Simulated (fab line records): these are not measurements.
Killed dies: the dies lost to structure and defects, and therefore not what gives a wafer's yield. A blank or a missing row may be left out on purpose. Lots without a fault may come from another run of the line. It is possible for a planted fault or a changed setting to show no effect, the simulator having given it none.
Tool commonality check + flow sky130 + 11 lots and 33 wafers in the sample

WHY IT WAS OPENED
Of 11 lots, 1 have the reading SD_P_TW flagged at SKY_SD_P_TW_MEAS_11. Wafers without a fault read 2828, standard deviation 16.
Rule: flag the lot when none of its wafers has a number, or when each of its wafers that has one lies beyond 4 standard deviations from that mean. As for the other lots, they are considered sound.

| lot  | measured     | on            | SD_P_TW, wafer by wafer | flag    |
|------|--------------|---------------|-------------------------|---------|
| L909 | day 25 12:32 | film_metro-04 | 2807 2809 2821          |         |
| L911 | day 26 10:19 | film_metro-01 | 2812 2820 2835          |         |
| L913 | day 27 06:28 | film_metro-03 | 2806 2818 2809          |         |
| L914 | day 27 12:05 | film_metro-03 | 2816 2805 2817          |         |
| L915 | day 27 20:54 | film_metro-04 | 2840 2831 2837          |         |
| L916 | day 27 22:32 | film_metro-01 | 2826 2811 2820          |         |
| L920 | day 29 14:56 | film_metro-01 | 30 30 30                | FLAGGED |
| L928 | day 32 02:58 | film_metro-03 | 2817 2803 2811          |         |
| L929 | day 32 10:30 | film_metro-01 | 2856 2849 2851          |         |
| L931 | day 33 03:59 | film_metro-01 | 2811 2809 2811          |         |
| L932 | day 33 05:17 | film_metro-04 | 2839 2834 2845          |         |
On average the flagged lots read 30, which is -2798 against the usual, or -99 or more standard deviations.

TOOL THAT RAN EACH LOT
2 process steps preceding the reading are held in the record, out of 708 steps in the route. Read each cell as the tool, then ch plus the chambers that the sampled wafers visited, then the start.
| lot  | flag    | SKY_SONOS_ONO_ETCH_15              | SKY_SD_P_EXPOSE_04                  |
|------|---------|------------------------------------|-------------------------------------|
| L909 |         | rie_diel-03 ch 1,3, day 12 17:46   | iline_stepper-02 ch 0, day 24 21:23 |
| L911 |         | rie_diel-04 ch 0,2, day 13 11:53   | iline_stepper-01 ch 0, day 25 19:16 |
| L913 |         | rie_diel-02 ch 0,1,3, day 14 08:08 | iline_stepper-02 ch 0, day 26 16:19 |
| L914 |         | rie_diel-03 ch 0,3, day 14 11:34   | iline_stepper-02 ch 0, day 26 22:05 |
| L915 |         | rie_diel-04 ch 1,2, day 14 22:31   | iline_stepper-02 ch 0, day 27 06:08 |
| L916 |         | rie_diel-02 ch 2,3, day 15 04:11   | iline_stepper-01 ch 0, day 27 07:28 |
| L920 | FLAGGED | rie_diel-02 ch 0,1,3, day 16 14:44 | iline_stepper-01 ch 0, day 29 00:32 |
| L928 |         | rie_diel-02 ch 1,2,3, day 19 10:42 | iline_stepper-01 ch 0, day 31 13:31 |
| L929 |         | rie_diel-02 ch 1,2,3, day 19 15:19 | iline_stepper-01 ch 0, day 31 20:44 |
| L931 |         | rie_diel-04 ch 0,1,2, day 20 07:16 | iline_stepper-01 ch 0, day 32 13:58 |
| L932 |         | rie_diel-03 ch 0,1,2, day 20 13:08 | iline_stepper-01 ch 0, day 32 15:20 |
What these steps do:
- SKY_SONOS_ONO_ETCH_15: etches the open film in CHF3/O2, target depth 19.52 nm, time 7.8 s.
- SKY_SD_P_EXPOSE_04: exposes mask PSDM, target cd 380 nm.
- SKY_SD_P_TW_MEAS_11

FLAGGED AGAINST TOTAL, ONE TOOL AT A TIME (gauges that did the reading follow at the end)
| step                  | tool             | lots run | flagged | share of the flagged lots | sound lots run after its first flagged lot |
|-----------------------|------------------|----------|---------|---------------------------|--------------------------------------------|
| SKY_SONOS_ONO_ETCH_15 | rie_diel-02      | 5        | 1       | all                       | 2 (L928,L929)                              |
| SKY_SONOS_ONO_ETCH_15 | rie_diel-03      | 3        | 0       | none                      | -                                          |
| SKY_SONOS_ONO_ETCH_15 | rie_diel-04      | 3        | 0       | none                      | -                                          |
| SKY_SD_P_EXPOSE_04    | iline_stepper-01 | 7        | 1       | all                       | 4 (L928,L929,L931,L932)                    |
| SKY_SD_P_EXPOSE_04    | iline_stepper-02 | 4        | 0       | none                      | -                                          |
| SKY_SD_P_TW_MEAS_11   | film_metro-01    | 5        | 1       | all                       | 2 (L929,L931)                              |
| SKY_SD_P_TW_MEAS_11   | film_metro-03    | 3        | 0       | none                      | -                                          |
| SKY_SD_P_TW_MEAS_11   | film_metro-04    | 3        | 0       | none                      | -                                          |

WHAT THE TABLE ALLOWS
3 rows of the table ran every flagged lot: rie_diel-02 at SKY_SONOS_ONO_ETCH_15, iline_stepper-01 at SKY_SD_P_EXPOSE_04, film_metro-01 at SKY_SD_P_TW_MEAS_11.
- rie_diel-02 at SKY_SONOS_ONO_ETCH_15: 1 of its 5 lots flagged. Sound lots followed the first flagged one (L928, L929) on it, something a lasting fault affecting the whole tool could not allow.
- iline_stepper-01 at SKY_SD_P_EXPOSE_04: 1 of its 7 lots flagged. Sound lots followed the first flagged one (L928, L929, L931, L932) on it, something a lasting fault affecting the whole tool could not allow.
- film_metro-01 at SKY_SD_P_TW_MEAS_11: 1 of its 5 lots flagged. Sound lots followed the first flagged one (L929, L931) on it, something a lasting fault affecting the whole tool could not allow.
Every row of the table either missed a flagged lot or ran a sound lot after the first.

WHAT WAS PUT IN BY THE SIMULATOR
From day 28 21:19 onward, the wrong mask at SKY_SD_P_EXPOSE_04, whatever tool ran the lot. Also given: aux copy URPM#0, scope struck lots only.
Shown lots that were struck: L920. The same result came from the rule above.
